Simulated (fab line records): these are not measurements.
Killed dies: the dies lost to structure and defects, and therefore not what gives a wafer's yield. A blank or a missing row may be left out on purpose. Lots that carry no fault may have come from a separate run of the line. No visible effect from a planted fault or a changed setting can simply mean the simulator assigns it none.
Matching of chambers | flow gf180mcu | 3 sister chambers for GF_V3_CVD_02 on pecvd-02
The step deposits SiO2 from TEOS, target thk 850 nm, time 94.851 s. 3 wafers are shown with their chamber, then 7 later ones without.

## WAFERS, EACH WITH ITS CHAMBER
wafer  | chamber | heater power w (W)
L179.3 | 2       | 747
L188.4 | 1       | 660
L188.5 | 0       | 519

## WAFERS WITHOUT THEIR CHAMBER
wafer  | heater power w (W)
L188.6 | 664
L190.1 | 675
L190.2 | 555
L190.6 | 609
L194.1 | 616
L194.3 | 646
L194.6 | 596

## THE CHAMBER EACH PASSED THROUGH
wafer  | from the rows above     | in truth
L188.6 | 1                       | 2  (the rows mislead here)
L190.1 | can't be placed: 1 or 2 | 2
L190.2 | can't be placed: 0 or 1 | 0
L190.6 | can't be placed: 1 or 0 | 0
L194.1 | can't be placed: 1 or 0 | 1
L194.3 | 1                       | 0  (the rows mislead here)
L194.6 | can't be placed: 1 or 0 | 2
Correctly placed: 0 of 7. Can't be placed from these rows: 5 (the true chamber is among the candidates in 4). 2 placed wrongly.
How it was worked out, from the rows above alone: a wafer's distance from a chamber is the root of the sum, over the readings, of the square of ((its reading less the chamber's mean) divided by the reading's scatter). The wafer belongs to the nearest chamber; if the next one is less than 2 further off, it can't be placed. A chamber's mean is the mean of its shown wafers. The scatter: with one shown wafer a chamber, the root of the mean of the squares of how far each hidden wafer lies from its nearest shown one.
